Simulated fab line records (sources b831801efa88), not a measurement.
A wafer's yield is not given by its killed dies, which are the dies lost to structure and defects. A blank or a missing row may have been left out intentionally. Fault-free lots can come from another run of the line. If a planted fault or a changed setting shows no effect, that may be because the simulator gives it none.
Code-filled problem report in 8D (eight disciplines) form ; flow sky130 ; the parts of the form that need people (team, actions taken, sign-off) are left out

## 1. THE PROBLEM
VIA1_HDPCVD_THK at SKY_VIA1_THK_MEAS_01 reads a mean of 526 nm on 2 wafers of 1 lot; wafers without a fault read 1027 nm with a standard deviation of 11. That is -46 standard deviations from the usual mean.
Earliest sighting: wafer L962.3 on film_metro-04 at day 36 01:27. Wafers with a number at this step in the record: 39, from 13 lots. The rule behind "out" and "out of limits": a value lying over 4 standard deviations away from the usual mean. All remaining wafers that have a number are taken as sound.

## 2. WHAT IT IS, WHAT IT ISN'T
question;is;is not
which readings at this step;VIA1_HDPCVD_THK;-
which lots;L962;L951, L952, L953, L954, L955, L957, L965, L967, L971, L972, L973, L974
which wafers of those lots;L962.3, L962.4;L962.6
read on which gauges;film_metro-04;film_metro-01, film_metro-02
when;from day 36 01:27;"up to then (19 sound wafers); but 18 sound wafers of L965, L967, L971, L972, L973, L974 came after"

## 3. WHAT RULES OUT EACH SUSPECT
Counting: if a tool at a process step up to the reading ran every lot that is out, it stays a suspect. Sound lots after the first of them don't rule it out here, since some wafers of a struck lot are sound.
- the gauge at SKY_VIA1_THK_MEAS_01: ruled out. All the wafers that are out were read on film_metro-04, but those of them that SKY_VIA1_HDPCVD_00 has rows for are out there too, on other tools.
- pvd_sputter-01 at SKY_CONTACT_SPUTTER_23 (material TiN, target thk 20 nm, time 80 s): kept. It processed L962, the lot that is out, at day 34 21:25, and its most recent sound lot before then was L955 at day 32 20:52.
- cvd_w-02 at SKY_CONTACT_CVD_24 (deposits W, target thk 340 nm, time 102.12 s): kept. It processed L962, the lot that is out, at day 34 21:31, and its most recent sound lot before then was L953 at day 31 17:37.
- hdpcvd-02 at SKY_VIA1_HDPCVD_00 (deposits SiO2, target thk 1030 nm, time 171.7 s): kept. It processed L962, the lot that is out, at day 36 01:19, and its most recent sound lot before then was L954 at day 33 09:43. On those wafers its own readings are out: sih4_flow_sccm.
- Within hdpcvd-02 at SKY_VIA1_HDPCVD_00, the wafers that are out were processed in chamber 0 and their sound lot-mates in chamber 1.
pvd_sputter-01 at SKY_CONTACT_SPUTTER_23, cvd_w-02 at SKY_CONTACT_CVD_24 and hdpcvd-02 at SKY_VIA1_HDPCVD_00 are what is left after counting.

## 4. THE CAUSE (what the simulator had put in)
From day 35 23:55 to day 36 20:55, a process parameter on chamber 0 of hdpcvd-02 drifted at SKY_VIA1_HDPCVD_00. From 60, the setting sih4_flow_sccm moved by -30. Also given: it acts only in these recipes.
Counting leaves 3 suspects; this tool is one of them.

## 5. THE EFFECT CHAIN, in route order
Each row: a reading whose mean over the struck wafers that have a number lies more than 3 standard deviations from the usual. Readings are gone through only where the record gives a usual standard deviation; hours: the median, over the lots, of the time from a lot's start at the first step in this table giving one to that lot's start at this step; sigmas: the change measured in usual standard deviations.
hours;step;reading;usual;on struck wafers;change;sigmas
0;SKY_VIA1_HDPCVD_00;sih4_flow_sccm;59.99 sccm;30.00;-29.99;-99 or more
0;SKY_VIA1_THK_MEAS_01;VIA1_HDPCVD_THK;1027 nm;526;-500;-46
Process steps it contains:
- SKY_VIA1_HDPCVD_00: deposits SiO2, target thk 1030 nm, time 171.7 s.
Later steps that measure or inspect, where all struck wafers having a row at the step show a number for every such reading and not one has moved that far: SKY_VIA1_OVL_MEAS_13.

## 6. HOW IT WOULD HAVE BEEN CAUGHT EARLIER
The first out-of-limits reading at a measuring or inspecting step in this record came at day 36 01:27, 2 hours after the fault's start at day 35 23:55.
The tool's own readings at SKY_VIA1_HDPCVD_00 were out on every struck wafer that the step has a row for (sih4_flow_sccm): an alarm limit on them would have fired on the first of those.
The start of SKY_VIA1_HDPCVD_00 on hdpcvd-02 came by day 36 01:27 for every one of the lots that are out (1). Tool hold at that time: it would have spared none of them.
